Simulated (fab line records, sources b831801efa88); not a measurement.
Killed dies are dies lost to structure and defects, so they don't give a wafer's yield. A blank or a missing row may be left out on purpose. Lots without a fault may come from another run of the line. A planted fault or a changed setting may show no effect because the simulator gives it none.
fab line records | flow sky130
record lots=15 wafers=45 last_day=50
route steps=708 shown DNWELL@39 VT_ADJUST_PCH@150 LDD_N@244 SPACER@306
lots that met no fault: from a run of the same line without faults
start_h: hours from the record's first day to the start of the lot's first wafer shown | wait_h: hours since the lot's step before | " the same as in the row above | L1.1+2: a row that stands for several wafers | - no value, or no start given | * or withheld: withheld | < > ~ a bound
route shown NAME@n: a module of which the file shows steps, and the number in the route of the first | usual: mean/standard deviation of fault-free wafers | same: alike in all rows | chamber/n: place in a boat | sites: the reading at each site | _std_site: their standard deviation | _edge_site: outer sites' mean less inner sites' | radius_mm: how far each site lies from the wafer's centre | mask NAME#n: copy n | behind: the tool/chamber that last shaped the wafer | hold: why the lot was held/for how many hours/how that ended | device: the transistor (n, p or np) that didn't switch | end of line: the same wafers' tests at the end of the route | a step without rows: its recipe alone | killed: dies lost to structure and defects at the first sort, not the wafer's yield | map: a wafer's dies, x killed, . not, _ none there
set.NAME: the setting as run; set.NAME@STEP: as run at that earlier step | model.NAME: the simulator's own value behind a step, which no gauge read
steps of the route over a sample of lots; a table a step, a row a wafer
services: from which hour (start_h, from the record's first day; less than 0 if before it) a tool's chamber was out of use, for how many hours, and why
## steps
# step SKY_DNWELL_EXPOSE_04
# recipe mask_id=DNM na=0.57 target_cd_nm=3000 dose_mj=222
# usual exposure_dose_mJ_cm2=222.01/0.2 focus_offset_nm=0.2/0.59
# columns lot.wafer tool chamber start_h wait_h mask exposure_dose_mJ_cm2 focus_offset_nm
L172.2 iline_stepper-01 0 50.50 - DNM#0 222.07 0.6
L172.3 " 0 " " DNM#0 222.41 0.2
L172.6 " 0 " " DNM#0 221.95 0.6
L173.1 iline_stepper-01 0 54.83 - DNM#0 222.21 -0.4
L173.2 " 0 " " DNM#0 221.83 -0.1
L173.5 " 0 " " DNM#0 221.99 -0.8
L174.2 iline_stepper-01 0 61.16 - DNM#0 222.21 0.1
L174.3 " 0 " " DNM#0 222.12 -0.4
L174.6 " 0 " " DNM#0 222.18 0.0
L175.1 iline_stepper-01 0 64.88 - DNM#0 222.00 0.7
L175.3 " 0 " " DNM#0 221.87 0.8
L175.4 " 0 " " DNM#0 222.04 -0.3
L177.3 iline_stepper-01 0 72.92 - DNM#0 222.03 0.1
L177.4 " 0 " " DNM#0 222.17 0.6
L177.6 " 0 " " DNM#0 222.11 0.2
L179.1 iline_stepper-02 0 87.11 - DNM#0 221.88 0.5
L179.3 " 0 " " DNM#0 222.07 0.7
L179.4 " 0 " " DNM#0 222.01 0.5
L180.2 iline_stepper-01 - 95.62 - DNM#0 - -
L180.4 " - " " DNM#0 - -
L180.5 " - " " DNM#0 - -
L181.4 iline_stepper-02 - 101.96 - DNM#0 - -
L181.5 " - " " DNM#0 - -
L181.6 " - " " DNM#0 - -
L182.1 iline_stepper-02 - 107.23 - DNM#0 - -
L182.3 " - " " DNM#0 - -
L182.4 " - " " DNM#0 - -
L186.1 iline_stepper-01 0 124.78 - DNM#0 222.31 -1.3
L186.2 " 0 " " DNM#0 222.23 -0.8
L186.6 " 0 " " DNM#0 222.03 0.2
L188.2 iline_stepper-02 0 133.49 - DNM#0 222.19 0.2
L188.5 " 0 " " DNM#0 222.16 -0.8
L188.6 " 0 " " DNM#0 222.26 -0.4
L189.4 iline_stepper-02 0 138.58 - DNM#0 221.80 -0.2
L189.5 " 0 " " DNM#0 222.09 0.4
L189.6 " 0 " " DNM#0 221.93 -0.5
L190.1 iline_stepper-02 0 144.14 - DNM#0 221.97 -0.1
L190.4 " 0 " " DNM#0 222.09 0.4
L190.5 " 0 " " DNM#0 221.78 -0.2
L191.2 iline_stepper-02 0 148.75 - DNM#0 221.82 -0.9
L191.3 " 0 " " DNM#0 221.84 -1.4
L191.5 " 0 " " DNM#0 222.03 -0.2
L194.2 iline_stepper-02 0 170.24 - DNM#0 222.12 -0.7
L194.4 " 0 " " DNM#0 222.30 -0.7
L194.5 " 0 " " DNM#0 221.89 0.3
# step SKY_DNWELL_TW_MEAS_09
# usual DNWELL_TW=1124/9.3
# columns lot.wafer tool chamber start_h wait_h DNWELL_TW
L172.2 film_metro-01 - 57.84 0.1 1135
L172.3 " - " " 1134
L172.6 " - " " 1129
L173.1 film_metro-01 - 62.88 0.1 1129
L173.2 " - " " 1136
L173.5 " - " " 1130
L174.2 film_metro-01 - 69.29 0.1 1126
L174.3 " - " " 1132
L174.6 " - " " 1138
L175.1 film_metro-04 - 72.53 0.1 1112
L175.3 " - " " 1110
L175.4 " - " " 1119
L177.3 film_metro-04 - 81.29 0.1 1111
L177.4 " - " " 1108
L177.6 " - " " 1115
L179.1 film_metro-01 - 95.03 0.1 1133
L179.3 " - " " 1140
L179.4 " - " " 1139
L180.2 film_metro-02 - 104.78 0.1 30
L180.4 " - " " 30
L180.5 " - " " 30
L181.4 film_metro-04 - 110.66 0.1 30
L181.5 " - " " 30
L181.6 " - " " 30
L182.1 film_metro-04 - 115.67 0.1 30
L182.3 " - " " 30
L182.4 " - " " 30
L186.1 film_metro-02 - 134.42 0.1 1129
L186.2 " - " " 1129
L186.6 " - " " 1125
L188.2 film_metro-04 - 143.34 0.1 1109
L188.5 " - " " 1111
L188.6 " - " " 1106
L189.4 film_metro-01 - 148.30 0.1 1132
L189.5 " - " " 1131
L189.6 " - " " 1128
L190.1 film_metro-02 - 154.38 0.1 1125
L190.4 " - " " 1126
L190.5 " - " " 1120
L191.2 film_metro-04 - 158.48 0.1 1108
L191.3 " - " " 1110
L191.5 " - " " 1109
L194.2 film_metro-02 - 179.94 0.1 1138
L194.4 " - " " 1142
L194.5 " - " " 1134
# step SKY_VT_ADJUST_PCH_OVL_MEAS_07
# usual VT_ADJUST_PCH_OVL=-1.1/1.5
# columns lot.wafer tool chamber start_h wait_h VT_ADJUST_PCH_OVL[nm]
L172.2 overlay-01 - 230.13 - -2.1
L172.3 " - " " -2.5
L172.6 " - " " -2.4
L173.1 overlay-02 - 241.97 - -1.1
L173.2 " - " " -0.1
L173.5 " - " " -1.5
L174.2 overlay-02 - 249.13 - -0.2
L174.3 " - " " -0.7
L174.6 " - " " 0.0
L175.1 overlay-02 - 256.62 - 1.1
L175.3 " - " " 2.6
L175.4 " - " " 0.4
L177.3 overlay-02 - 267.28 - 1.0
L177.4 " - " " -0.3
L177.6 " - " " 0.5
L179.1 overlay-01 - 284.87 - -0.8
L179.3 " - " " -1.8
L179.4 " - " " -2.0
L180.2 overlay-02 - 298.53 - -2.2
L180.4 " - " " -0.4
L180.5 " - " " -0.7
L181.4 overlay-01 - 306.89 - -0.9
L181.5 " - " " -2.7
L181.6 " - " " -1.3
L182.1 overlay-01 - 314.72 - -0.7
L182.3 " - " " -0.2
L182.4 " - " " -2.3
L186.1 overlay-01 - 340.37 - -0.2
L186.2 " - " " 1.6
L186.6 " - " " 0.2
L188.2 overlay-02 - 353.28 - -0.7
L188.5 " - " " 0.0
L188.6 " - " " 1.2
L189.4 overlay-02 - 358.74 - -1.2
L189.5 " - " " -3.0
L189.6 " - " " -3.0
L190.1 overlay-02 - 367.27 - -0.9
L190.4 " - " " 0.6
L190.5 " - " " 3.4
L191.2 overlay-02 - 374.78 - -0.2
L191.3 " - " " -1.2
L191.5 " - " " -0.4
L194.2 overlay-02 - 403.93 - -1.9
L194.4 " - " " -0.3
L194.5 " - " " -0.3
# step SKY_LDD_N_OVL_MEAS_07
# usual LDD_N_OVL=-1.1/1.4
# columns lot.wafer tool chamber start_h wait_h LDD_N_OVL[nm]
L172.2 overlay-01 - 409.03 0.1 -1.1
L172.3 " - " " 1.1
L172.6 " - " " 0.9
L173.1 overlay-01 - 422.78 0.1 -2.8
L173.2 " - " " -1.5
L173.5 " - " " -0.7
L174.2 overlay-02 - 428.43 0.1 -4.7
L174.3 " - " " -1.9
L174.6 " - " " -3.0
L175.1 overlay-02 - 441.53 0.1 0.1
L175.3 " - " " -0.5
L175.4 " - " " 0.3
L177.3 overlay-01 - 448.98 0.1 0.5
L177.4 " - " " -1.4
L177.6 " - " " -1.5
L179.1 overlay-02 - 477.63 0.1 -1.2
L179.3 " - " " -2.8
L179.4 " - " " -2.1
L180.2 overlay-02 - 490.73 0.1 0.8
L180.4 " - " " 1.2
L180.5 " - " " -0.2
L181.4 overlay-02 - 497.79 0.1 -0.3
L181.5 " - " " -2.8
L181.6 " - " " -0.2
L182.1 overlay-01 - 506.42 0.1 0.0
L182.3 " - " " 0.0
L182.4 " - " " -1.3
L186.1 overlay-01 - 535.62 0.1 -4.3
L186.2 " - " " -1.8
L186.6 " - " " -0.3
L188.2 overlay-01 - 546.98 0.1 -2.7
L188.5 " - " " -0.1
L188.6 " - " " -0.9
L189.4 overlay-01 - 553.69 0.1 -1.5
L189.5 " - " " -3.2
L189.6 " - " " -2.4
L190.1 overlay-01 - 565.48 0.1 -0.7
L190.4 " - " " -1.7
L190.5 " - " " -1.2
L191.2 overlay-01 - 573.98 0.1 -3.1
L191.3 " - " " -1.5
L191.5 " - " " 0.1
L194.2 overlay-02 - 597.88 0.1 -1.0
L194.4 " - " " -1.2
L194.5 " - " " -1.0
# step SKY_SPACER_ETCHBACK_02
# recipe chemistry=CH3F/O2 target=Si3N4 stop_on=SiO2 source_w=400 bias_w=80 pressure_mtorr=25 ch3f_flow_sccm=40 O2_flow_sccm=30 time_s=46.7 target_depth_a=450
# usual O2_flow_sccm=30.01/0.089 drypump_motor_current_A=5.7/0.42 oes_product_au=0.855/0.0069 throttle_valve_pct=10.563/0.0096
# columns lot.wafer tool chamber start_h wait_h O2_flow_sccm drypump_motor_current_A oes_product_au rf_hours_counter_h throttle_valve_pct
L172.2 rie_diel-03 3 534.99 0.0 29.97 5.5 0.855 12 10.576
L172.3 " 0 " " 30.00 5.8 0.846 14 10.559
L172.6 " 3 " " 29.96 5.5 0.861 - 10.560
L173.1 rie_diel-03 0 548.44 0.1 29.95 5.8 0.852 14 10.568
L173.2 " 3 " " 29.86 5.5 0.855 12 10.566
L173.5 " 1 " " 29.97 5.5 0.857 - 10.552
L174.2 rie_diel-03 3 554.78 0.0 30.11 5.5 0.851 12 10.565
L174.3 " 2 " " 29.91 6.3 0.858 3 10.568
L174.6 " 1 " " 29.96 5.5 0.853 - 10.568
L175.1 rie_diel-02 2 568.45 0.1 30.11 6.0 0.854 2 10.576
L175.3 " 1 " " 30.02 5.7 0.867 53 10.554
L175.4 " 3 " " 29.96 5.3 0.863 6 10.576
L177.3 rie_diel-01 3 573.18 0.0 29.93 5.5 0.858 75 10.566
L177.4 " 1 " " 29.89 5.3 0.850 - 10.551
L177.6 " 2 " " 30.03 6.7 0.854 - 10.560
L179.1 rie_diel-02 1 601.29 0.1 29.89 5.7 0.854 53 10.567
L179.3 " 3 " " 30.02 5.3 0.845 7 10.572
L179.4 " 0 " " 30.12 5.6 0.849 11 10.538
L180.2 rie_diel-03 2 613.84 0.0 29.97 6.3 0.849 4 10.569
L180.4 " 0 " " 29.98 5.8 0.846 15 10.576
L180.5 " 2 " " 29.91 6.3 0.854 - 10.552
L181.4 rie_diel-03 3 621.13 0.0 30.10 5.5 0.855 13 10.545
L181.5 " 2 " " 30.09 6.3 0.856 - 10.559
L181.6 " 1 " " 30.09 5.5 0.843 - 10.555
L182.1 rie_diel-03 0 628.75 0.1 29.97 5.9 0.855 15 10.544
L182.3 " 1 " " 30.09 5.5 0.857 3 10.542
L182.4 " 3 " " 29.76 5.5 0.862 13 10.557
L186.1 rie_diel-02 0 656.98 0.1 29.98 5.6 0.853 12 10.564
L186.2 " 1 " " 30.23 5.7 0.857 55 10.562
L186.6 " 0 " " 30.04 5.6 0.849 - 10.574
L188.2 rie_diel-01 3 666.88 0.0 30.10 5.5 0.860 2 10.563
L188.5 " 1 " " 29.92 5.2 0.858 - 10.559
L188.6 " 0 " " 29.96 5.5 0.872 - 10.562
L189.4 rie_diel-03 3 672.19 0.0 30.09 5.5 0.860 14 10.568
L189.5 " 0 " " 30.21 5.9 0.857 - 10.547
L189.6 " 3 " " 30.12 5.5 0.862 - 10.568
L190.1 rie_diel-02 2 686.09 0.1 29.93 6.1 0.851 5 10.564
L190.4 " 3 " " 29.84 5.3 0.848 8 10.570
L190.5 " 1 " " 30.05 5.7 0.856 - 10.569
L191.2 rie_diel-01 3 694.01 0.0 29.89 5.5 0.852 2 10.560
L191.3 " 2 " " 29.98 6.7 0.857 11 10.568
L191.5 " 0 " " 30.01 5.4 0.856 - 10.574
L194.2 rie_diel-03 1 715.79 0.0 29.99 5.5 0.851 5 10.566
L194.4 " 3 " " 30.04 5.5 0.871 15 10.556
L194.5 " 1 " " 30.03 5.5 0.856 - 10.582
## services
# columns tool chamber start_h hours kind
iline_stepper-02 - 59.95 4.4 pm
iline_stepper-02 - 64.39 1.7 pm
rie_diel-03 0 101.03 3.5 repair
iline_stepper-01 - 139.60 16.0 repair
rie_diel-03 3 160.26 5.5 repair
rie_diel-03 1 169.29 3.5 repair
iline_stepper-01 - 209.80 1.7 pm
rie_diel-03 3 216.17 7.7 repair
iline_stepper-02 - 278.55 1.7 pm
rie_diel-03 0 285.64 2.6 repair
rie_diel-03 2 413.12 3.2 repair
iline_stepper-01 - 427.98 1.7 pm
iline_stepper-02 - 446.37 3.9 repair
rie_diel-03 1 450.61 20.8 repair
rie_diel-03 0 452.46 7.1 repair
iline_stepper-02 - 491.54 4.1 repair
iline_stepper-02 - 492.76 8.2 repair
iline_stepper-02 - 500.92 1.7 pm
rie_diel-03 - 511.79 2.8 pm
iline_stepper-01 - 523.73 10.3 repair
rie_diel-03 1 556.74 2.3 repair
rie_diel-03 - 562.86 15.6 pm
iline_stepper-02 - 570.37 1.0 repair
iline_stepper-02 - 714.91 1.7 pm
## key
first_sign step=SKY_DNWELL_EXPOSE_04 reading=tool_record direction=missing
effect step=SKY_DNWELL_TW_MEAS_09 reading=DNWELL_TW direction=down sigmas=99+ usual=1124 struck=30
met_at SKY_DNWELL_EXPOSE_04
struck_lots L180,L181,L182
sort_left_out L180.2,L180.4,L180.5,L181.4,L181.5,L181.6,L182.1,L182.3,L182.4
tester_left_out L180,L181,L182
not_acting_at SKY_VT_ADJUST_PCH_OVL_MEAS_07,SKY_LDD_N_OVL_MEAS_07,SKY_SPACER_ETCHBACK_02
onset_between 87.11 95.62
fault kind=skipped_step_whole tool=iline_stepper-01,iline_stepper-02 chamber=- onset_h=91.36 steps=SKY_DNWELL_EXPOSE_04 scope=struck_lots_only
# tester_left_out: of these lots the tester's yield and bins aren't shown, on N5 and GAA mostly nor the transistor test; their killed dies are dies lost to structure and defects alone, not to doping, threshold or leakage, so they don't give the yield
# sort_left_out: the simulated sort isn't trusted on such a fault, so these wafers' sort isn't shown, and their yield isn't known
